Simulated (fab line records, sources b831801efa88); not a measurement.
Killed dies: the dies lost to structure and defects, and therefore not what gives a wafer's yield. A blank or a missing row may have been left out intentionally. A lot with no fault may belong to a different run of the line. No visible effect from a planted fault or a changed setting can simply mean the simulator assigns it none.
fab line records + flow sky130
record
- lots=13
- wafers=39
- last-day=50
route steps=708 shown FIELD_ISO@24 DNWELL@43 NWELL@60 LDD_P@262
lots untouched by any fault: they come from a run of this same line in which no faults occurred
start-h: the number of hours between the record's first day and the start of the first shown wafer of the lot + wait-h: hours since the lot's step before + " as in the row above + L1.1+2: one row covering several wafers at once + - either no value or no given start + * or withheld: withheld + < > ~ a bound
route shown NAME@n: NAME is a module with steps in the file, n the number in the route of the first one + usual: mean and standard deviation over wafers with no fault + same: alike in all rows + chamber/n: place in a boat + sites: readings site by site + _std_site: the values' standard deviation + _edge_site: the outer-site mean with the inner-site mean subtracted + radius-mm: how far each site lies from the wafer's centre + mask NAME#n: copy n + behind: the tool/chamber that last shaped the wafer + hold: why the lot was held/for how many hours/how that ended + device: which transistor (n, p or np) failed to switch + end of line: tests run on the same wafers once the route is complete + for a step that has no rows: nothing shown but its recipe + killed: the dies lost at the first sort to structure and to defects; this is not the yield of the wafer + map: a wafer's dies, x killed, . not, _ none there
set.NAME: the setting as run; set.NAME@STEP: as run at that earlier step + model.NAME: the simulator's own value behind a step, which no gauge read
a sample of lots followed through the steps of the route, with each step as a table and each wafer as a row
services: when a tool's chamber went out of use (start-h, in hours from the record's first day, below 0 if earlier), for how many hours, and the reason
## steps
# step SKY_FIELD_ISO_THK_MEAS_23
# recipe
- reads=SiO2_of_FIELD_ISO_OXIDATION_22
# usual
- FIELD_ISO_OXIDATION_01_THK=9.95/0.18
| lot.wafer | tool          | chamber | start-h | wait-h | FIELD_ISO_OXIDATION_01_THK[nm] |
|-----------|---------------|---------|---------|--------|--------------------------------|
| L950.2    | film-metro-01 | -       | 29.53   | 0.0    | 9.69                           |
| L950.3    | "             | -       | "       | "      | 9.78                           |
| L950.6    | "             | -       | "       | "      | 9.96                           |
| L951.2    | film-metro-04 | -       | 38.03   | 0.0    | 9.86                           |
| L951.3    | "             | -       | "       | "      | 10.04                          |
| L951.6    | "             | -       | "       | "      | 10.12                          |
| L952.1    | film-metro-01 | -       | 43.42   | 0.0    | 10.17                          |
| L952.5    | "             | -       | "       | "      | 10.11                          |
| L952.6    | "             | -       | "       | "      | 10.18                          |
| L953.2    | film-metro-01 | -       | 46.55   | 0.0    | 10.01                          |
| L953.4    | "             | -       | "       | "      | 9.77                           |
| L953.6    | "             | -       | "       | "      | 9.97                           |
| L954.1    | film-metro-01 | -       | 52.15   | 0.0    | 9.83                           |
| L954.3    | "             | -       | "       | "      | 9.62                           |
| L954.5    | "             | -       | "       | "      | 9.75                           |
| L956.3    | film-metro-03 | -       | 62.91   | 0.0    | 9.90                           |
| L956.4    | "             | -       | "       | "      | 10.01                          |
| L956.5    | "             | -       | "       | "      | 9.77                           |
| L958.4    | film-metro-01 | -       | 75.49   | 0.0    | 9.47                           |
| L958.5    | "             | -       | "       | "      | 9.59                           |
| L958.6    | "             | -       | "       | "      | 9.59                           |
| L959.1    | film-metro-04 | -       | 79.45   | 0.0    | 9.53                           |
| L959.5    | "             | -       | "       | "      | 9.59                           |
| L959.6    | "             | -       | "       | "      | 9.65                           |
| L960.3    | film-metro-04 | -       | 82.34   | 0.0    | 9.83                           |
| L960.5    | "             | -       | "       | "      | 10.03                          |
| L960.6    | "             | -       | "       | "      | 9.85                           |
| L965.3    | film-metro-01 | -       | 109.50  | 0.0    | 9.79                           |
| L965.4    | "             | -       | "       | "      | 9.87                           |
| L965.5    | "             | -       | "       | "      | 9.76                           |
| L967.1    | film-metro-01 | -       | 121.85  | 0.0    | 10.26                          |
| L967.3    | "             | -       | "       | "      | 10.11                          |
| L967.5    | "             | -       | "       | "      | 10.29                          |
| L972.1    | film-metro-01 | -       | 146.17  | 0.0    | 10.11                          |
| L972.3    | "             | -       | "       | "      | 10.21                          |
| L972.6    | "             | -       | "       | "      | 9.95                           |
| L973.1    | film-metro-01 | -       | 151.45  | 0.0    | 10.12                          |
| L973.2    | "             | -       | "       | "      | 10.00                          |
| L973.4    | "             | -       | "       | "      | 10.15                          |
# step SKY_DNWELL_STRIP_08
# recipe
- chemistry=O2/N2
- power-w=1400
- pressure-mtorr=1500
- platen-temp-c=withheld
- o2-flow-sccm=3000
- n2-flow-sccm=300
- overash-fraction=0.5
# usual
- drypump-motor-current-A=5.9/0.47
- oes-product-au=0.723/0.0045
- strip-time-to-endpoint-s=36.97/0.096
# same
- overash-fraction=0.5
| lot.wafer | tool            | chamber | start-h | wait-h | drypump-motor-current-A | oes-product-au | rf-hours-counter-h | strip-time-to-endpoint-s |
|-----------|-----------------|---------|---------|--------|-------------------------|----------------|--------------------|--------------------------|
| L950.2    | plasma-asher-04 | 0       | 49.60   | 0.1    | 5.4                     | 0.718          | 36                 | 36.95                    |
| L950.3    | "               | 0       | "       | "      | 5.4                     | 0.719          | -                  | 36.92                    |
| L950.6    | "               | 1       | "       | "      | 6.7                     | 0.727          | -                  | 36.98                    |
| L951.2    | plasma-asher-04 | 1       | 59.14   | 0.1    | 6.7                     | 0.718          | 37                 | 36.89                    |
| L951.3    | "               | 0       | "       | "      | 5.3                     | 0.730          | -                  | 36.91                    |
| L951.6    | "               | 0       | "       | "      | 5.4                     | 0.723          | -                  | 36.86                    |
| L952.1    | plasma-asher-01 | 1       | 65.05   | 0.1    | 5.6                     | 0.727          | 22                 | 36.98                    |
| L952.5    | "               | 1       | "       | "      | 5.6                     | 0.721          | -                  | 36.91                    |
| L952.6    | "               | 0       | "       | "      | 6.0                     | 0.722          | -                  | 36.91                    |
| L953.2    | plasma-asher-04 | 0       | 67.39   | 0.1    | 5.3                     | 0.719          | 39                 | 36.96                    |
| L953.4    | "               | 0       | "       | "      | 5.3                     | 0.718          | -                  | 36.89                    |
| L953.6    | "               | 0       | "       | "      | 5.3                     | 0.730          | -                  | 36.97                    |
| L954.1    | plasma-asher-04 | 0       | 75.58   | 0.1    | 5.4                     | 0.724          | 40                 | 37.00                    |
| L954.3    | "               | 1       | "       | "      | 6.7                     | 0.717          | -                  | 37.00                    |
| L954.5    | "               | 0       | "       | "      | 5.4                     | 0.719          | -                  | 36.91                    |
| L956.3    | plasma-asher-04 | 0       | 86.52   | 0.1    | 5.4                     | 0.731          | -                  | 36.97                    |
| L956.4    | "               | 1       | "       | "      | 6.7                     | 0.722          | -                  | 37.03                    |
| L956.5    | "               | 0       | "       | "      | 5.4                     | 0.730          | -                  | 37.04                    |
| L958.4    | plasma-asher-01 | 1       | 97.72   | 0.1    | 5.6                     | 0.728          | -                  | 37.17                    |
| L958.5    | "               | 0       | "       | "      | 6.0                     | 0.730          | -                  | 37.07                    |
| L958.6    | "               | 1       | "       | "      | 5.6                     | 0.732          | -                  | 37.12                    |
| L959.1    | plasma-asher-02 | 1       | 101.14  | 0.1    | 5.9                     | 0.724          | 41                 | 37.02                    |
| L959.5    | "               | 1       | "       | "      | 6.0                     | 0.733          | -                  | 37.01                    |
| L959.6    | "               | 0       | "       | "      | 5.5                     | 0.720          | -                  | 36.94                    |
| L960.3    | plasma-asher-02 | 0       | 104.12  | 0.1    | 5.5                     | 0.724          | -                  | 37.01                    |
| L960.5    | "               | 0       | "       | "      | 5.5                     | 0.725          | -                  | 37.14                    |
| L960.6    | "               | 1       | "       | "      | 5.9                     | 0.726          | -                  | 37.04                    |
| L965.3    | plasma-asher-04 | 0       | 133.07  | 0.1    | 5.4                     | 0.721          | -                  | 36.97                    |
| L965.4    | "               | 1       | "       | "      | 6.7                     | 0.718          | -                  | 36.89                    |
| L965.5    | "               | 1       | "       | "      | 6.7                     | 0.727          | -                  | 36.77                    |
| L967.1    | plasma-asher-02 | 1       | 147.58  | 0.1    | 5.9                     | 0.726          | 3                  | 36.85                    |
| L967.3    | "               | 1       | "       | "      | 5.9                     | 0.729          | -                  | 36.91                    |
| L967.5    | "               | 1       | "       | "      | 5.9                     | 0.711          | -                  | 36.92                    |
| L972.1    | plasma-asher-01 | 0       | 170.14  | 0.1    | 6.0                     | 0.723          | 32                 | 37.17                    |
| L972.3    | "               | 0       | "       | "      | 6.0                     | 0.726          | -                  | 37.10                    |
| L972.6    | "               | 1       | "       | "      | 5.6                     | 0.717          | -                  | 37.05                    |
| L973.1    | plasma-asher-02 | 1       | 186.69  | 0.1    | 5.9                     | 0.722          | 6                  | 37.00                    |
| L973.2    | "               | 0       | "       | "      | 5.5                     | 0.717          | 6                  | 36.98                    |
| L973.4    | "               | 1       | "       | "      | 5.9                     | 0.723          | -                  | 37.08                    |
# step SKY_NWELL_EXPOSE_07
# recipe
- mask-id=NWM
- na=0.6
- source-shape=conventional
- sigma-outer=0.6
- polarization=unpolarized
- target-cd-nm=840
- dose-mj=255
| lot.wafer  | tool             | chamber | start-h | wait-h | mask    |
|------------|------------------|---------|---------|--------|---------|
| L950.2+3+6 | iline-stepper-02 | 0       | 74.27   | -      | NWM#0   |
| L951.2+3+6 | iline-stepper-02 | 0       | 84.94   | -      | NWM#0   |
| L952.1+5+6 | iline-stepper-02 | 0       | 90.29   | -      | NWM#0   |
| L953.2+4+6 | iline-stepper-02 | 0       | 93.21   | -      | NWM#0   |
| L954.1+3+5 | iline-stepper-01 | 0       | 101.64  | -      | NWM#0   |
| L956.3+4+5 | iline-stepper-02 | 0       | 113.42  | -      | NWM#0   |
| L958.4+5+6 | iline-stepper-01 | 0       | 124.84  | -      | NWM#0   |
| L959.1+5+6 | iline-stepper-02 | 0       | 129.27  | -      | NWM#0   |
| L960.3+5+6 | iline-stepper-02 | 0       | 132.19  | -      | NWM#0   |
| L965.3+4+5 | iline-stepper-02 | 0       | 163.12  | -      | HVTPM#0 |
| L967.1+3+5 | iline-stepper-02 | 0       | 176.84  | -      | NWM#0   |
| L972.1+3+6 | iline-stepper-01 | 0       | 200.96  | -      | NWM#0   |
| L973.1+2+4 | iline-stepper-01 | 0       | 220.12  | -      | NWM#0   |
# step SKY_NWELL_OVL_MEAS_10
# usual
- NWELL_00_OVL=0.3/1.5
| lot.wafer | tool       | chamber | start-h | wait-h | NWELL_00_OVL[nm] |
|-----------|------------|---------|---------|--------|------------------|
| L950.2    | overlay-01 | -       | 82.69   | -      | 2.7              |
| L950.3    | "          | -       | "       | "      | 0.3              |
| L950.6    | "          | -       | "       | "      | 1.8              |
| L951.2    | overlay-01 | -       | 93.20   | -      | 0.7              |
| L951.3    | "          | -       | "       | "      | 2.3              |
| L951.6    | "          | -       | "       | "      | 1.8              |
| L952.1    | overlay-01 | -       | 99.14   | -      | 1.5              |
| L952.5    | "          | -       | "       | "      | 2.3              |
| L952.6    | "          | -       | "       | "      | 1.4              |
| L953.2    | overlay-02 | -       | 101.75  | -      | -1.2             |
| L953.4    | "          | -       | "       | "      | 1.5              |
| L953.6    | "          | -       | "       | "      | 0.6              |
| L954.1    | overlay-02 | -       | 111.13  | -      | 0.7              |
| L954.3    | "          | -       | "       | "      | -1.5             |
| L954.5    | "          | -       | "       | "      | 0.1              |
| L956.3    | overlay-01 | -       | 122.20  | -      | 2.4              |
| L956.4    | "          | -       | "       | "      | -0.5             |
| L956.5    | "          | -       | "       | "      | -0.2             |
| L958.4    | overlay-01 | -       | 134.25  | -      | -1.4             |
| L958.5    | "          | -       | "       | "      | -0.4             |
| L958.6    | "          | -       | "       | "      | -1.6             |
| L959.1    | overlay-01 | -       | 138.23  | -      | 0.1              |
| L959.5    | "          | -       | "       | "      | 2.7              |
| L959.6    | "          | -       | "       | "      | 0.5              |
| L960.3    | overlay-01 | -       | 141.65  | -      | 0.1              |
| L960.5    | "          | -       | "       | "      | 1.8              |
| L960.6    | "          | -       | "       | "      | 0.7              |
| L965.3    | overlay-02 | -       | 172.15  | -      | -                |
| L965.4    | "          | -       | "       | "      | -                |
| L965.5    | "          | -       | "       | "      | -                |
| L967.1    | overlay-02 | -       | 187.10  | -      | 0.7              |
| L967.3    | "          | -       | "       | "      | 1.1              |
| L967.5    | "          | -       | "       | "      | 2.9              |
| L972.1    | overlay-02 | -       | 212.10  | -      | 0.5              |
| L972.3    | "          | -       | "       | "      | -0.9             |
| L972.6    | "          | -       | "       | "      | -2.0             |
| L973.1    | overlay-01 | -       | 231.34  | -      | 0.2              |
| L973.2    | "          | -       | "       | "      | 0.5              |
| L973.4    | "          | -       | "       | "      | -0.2             |
# step SKY_NWELL_TW_MEAS_15
# usual
- NWELL_TW=1804/13
| lot.wafer | tool          | chamber | start-h | wait-h | NWELL_TW |
|-----------|---------------|---------|---------|--------|----------|
| L950.2    | film-metro-01 | -       | 83.28   | 0.1    | 1782     |
| L950.3    | "             | -       | "       | "      | 1784     |
| L950.6    | "             | -       | "       | "      | 1785     |
| L951.2    | film-metro-01 | -       | 93.79   | 0.1    | 1791     |
| L951.3    | "             | -       | "       | "      | 1789     |
| L951.6    | "             | -       | "       | "      | 1791     |
| L952.1    | film-metro-03 | -       | 99.72   | 0.1    | 1799     |
| L952.5    | "             | -       | "       | "      | 1794     |
| L952.6    | "             | -       | "       | "      | 1794     |
| L953.2    | film-metro-03 | -       | 102.34  | 0.1    | 1801     |
| L953.4    | "             | -       | "       | "      | 1797     |
| L953.6    | "             | -       | "       | "      | 1799     |
| L954.1    | film-metro-03 | -       | 111.72  | 0.1    | 1807     |
| L954.3    | "             | -       | "       | "      | 1801     |
| L954.5    | "             | -       | "       | "      | 1803     |
| L956.3    | film-metro-02 | -       | 122.79  | 0.1    | 1804     |
| L956.4    | "             | -       | "       | "      | 1813     |
| L956.5    | "             | -       | "       | "      | 1808     |
| L958.4    | film-metro-02 | -       | 134.85  | 0.1    | 1804     |
| L958.5    | "             | -       | "       | "      | 1800     |
| L958.6    | "             | -       | "       | "      | 1817     |
| L959.1    | film-metro-01 | -       | 138.82  | 0.1    | 1783     |
| L959.5    | "             | -       | "       | "      | 1781     |
| L959.6    | "             | -       | "       | "      | 1784     |
| L960.3    | film-metro-02 | -       | 142.24  | 0.1    | 1811     |
| L960.5    | "             | -       | "       | "      | 1812     |
| L960.6    | "             | -       | "       | "      | 1823     |
| L965.3    | film-metro-02 | -       | 172.74  | 0.1    | 30       |
| L965.4    | "             | -       | "       | "      | 30       |
| L965.5    | "             | -       | "       | "      | 30       |
| L967.1    | film-metro-02 | -       | 187.68  | 0.1    | 1793     |
| L967.3    | "             | -       | "       | "      | 1801     |
| L967.5    | "             | -       | "       | "      | 1811     |
| L972.1    | film-metro-02 | -       | 212.68  | 0.1    | 1818     |
| L972.3    | "             | -       | "       | "      | 1816     |
| L972.6    | "             | -       | "       | "      | 1815     |
| L973.1    | film-metro-03 | -       | 231.92  | 0.1    | 1804     |
| L973.2    | "             | -       | "       | "      | 1796     |
| L973.4    | "             | -       | "       | "      | 1801     |
# step SKY_LDD_P_CD_MEAS_07
# recipe
- target-cd-nm=380
# usual
- cd-nm=381/3
| lot.wafer | tool      | chamber | start-h | wait-h | cd-nm |
|-----------|-----------|---------|---------|--------|-------|
| L950.2    | cd-sem-01 | -       | 427.11  | 0.1    | 381   |
| L950.3    | "         | -       | "       | "      | 380   |
| L950.6    | "         | -       | "       | "      | 380   |
| L951.2    | cd-sem-02 | -       | 443.96  | 0.1    | 380   |
| L951.3    | "         | -       | "       | "      | 381   |
| L951.6    | "         | -       | "       | "      | 380   |
| L952.1    | cd-sem-01 | -       | 449.39  | 0.1    | 384   |
| L952.5    | "         | -       | "       | "      | 383   |
| L952.6    | "         | -       | "       | "      | 382   |
| L953.2    | cd-sem-02 | -       | 453.90  | 0.1    | 380   |
| L953.4    | "         | -       | "       | "      | 379   |
| L953.6    | "         | -       | "       | "      | 382   |
| L954.1    | cd-sem-02 | -       | 476.33  | 0.1    | 380   |
| L954.3    | "         | -       | "       | "      | 380   |
| L954.5    | "         | -       | "       | "      | 378   |
| L956.3    | cd-sem-01 | -       | 493.48  | 0.1    | 379   |
| L956.4    | "         | -       | "       | "      | 380   |
| L956.5    | "         | -       | "       | "      | 379   |
| L958.4    | cd-sem-02 | -       | 507.54  | 0.1    | 386   |
| L958.5    | "         | -       | "       | "      | 383   |
| L958.6    | "         | -       | "       | "      | 382   |
| L959.1    | cd-sem-02 | -       | 514.44  | 0.1    | 386   |
| L959.5    | "         | -       | "       | "      | 386   |
| L959.6    | "         | -       | "       | "      | 386   |
| L960.3    | cd-sem-02 | -       | 520.24  | 0.1    | 382   |
| L960.5    | "         | -       | "       | "      | 380   |
| L960.6    | "         | -       | "       | "      | 381   |
| L965.3    | cd-sem-01 | -       | 566.57  | 0.1    | 377   |
| L965.4    | "         | -       | "       | "      | 375   |
| L965.5    | "         | -       | "       | "      | 377   |
| L967.1    | cd-sem-02 | -       | 586.58  | 0.1    | 384   |
| L967.3    | "         | -       | "       | "      | 385   |
| L967.5    | "         | -       | "       | "      | 381   |
| L972.1    | cd-sem-01 | -       | 624.08  | 0.1    | 383   |
| L972.3    | "         | -       | "       | "      | 382   |
| L972.6    | "         | -       | "       | "      | 383   |
| L973.1    | cd-sem-01 | -       | 646.09  | 0.1    | 384   |
| L973.2    | "         | -       | "       | "      | 384   |
| L973.4    | "         | -       | "       | "      | 385   |
## services
| tool             | chamber | start-h | hours | kind                    |
|------------------|---------|---------|-------|-------------------------|
| iline-stepper-02 | -       | 41.90   | 1.7   | pm                      |
| iline-stepper-02 | -       | 44.79   | 3.8   | repair                  |
| plasma-asher-01  | -       | 45.80   | 0.6   | repair                  |
| plasma-asher-01  | -       | 58.53   | 5.8   | repair                  |
| plasma-asher-02  | -       | 60.78   | 11.5  | repair                  |
| iline-stepper-01 | -       | 72.72   | 4.4   | pm                      |
| plasma-asher-02  | -       | 108.75  | 9.0   | pm                      |
| plasma-asher-02  | 0       | 108.75  | 9.0   | vent-cycle              |
| plasma-asher-02  | 1       | 108.75  | 9.0   | vent-cycle              |
| plasma-asher-02  | 0       | 117.75  | -     | clean                   |
| plasma-asher-02  | 1       | 117.75  | -     | clean                   |
| plasma-asher-02  | -       | 142.49  | 4.2   | repair                  |
| iline-stepper-01 | -       | 155.22  | 2.1   | pm                      |
| iline-stepper-01 | -       | 157.31  | -     | consumable-replace:lamp |
| iline-stepper-01 | -       | 163.57  | 4.9   | repair                  |
| iline-stepper-01 | -       | 168.51  | 1.7   | pm                      |
| iline-stepper-01 | 0       | 216.72  | -     | calibration             |
## key
first-sign
- step=SKY_NWELL_EXPOSE_07
- reading=mask
- direction=changed
effect
- step=SKY_NWELL_OVL_MEAS_10
- reading=NWELL_00_OVL
- direction=missing
effect
- step=SKY_NWELL_TW_MEAS_15
- reading=NWELL_TW
- direction=down
- sigmas=99+
- usual=1804
- struck=30
met-at SKY_NWELL_EXPOSE_07
struck-lots L965
sort-left-out L965.3,L965.4,L965.5
tester-left-out L965
not-acting-at SKY_FIELD_ISO_THK_MEAS_23,SKY_DNWELL_STRIP_08,SKY_LDD_P_CD_MEAS_07
onset-between 132.19 163.12
fault
- kind=wrong-mask
- tool=any
- chamber=-
- onset-h=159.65
- steps=SKY_NWELL_EXPOSE_07
- aux-copy=HVTPM#0
- scope=struck-lots-only
# tester-left-out: of these lots the tester's yield and bins aren't shown, on N5 and GAA mostly nor the transistor test; their killed dies are dies lost to structure and defects alone, not to doping, threshold or leakage, so they don't give the yield
# sort-left-out: the simulated sort isn't trusted on such a fault, so these wafers' sort isn't shown, and their yield isn't known
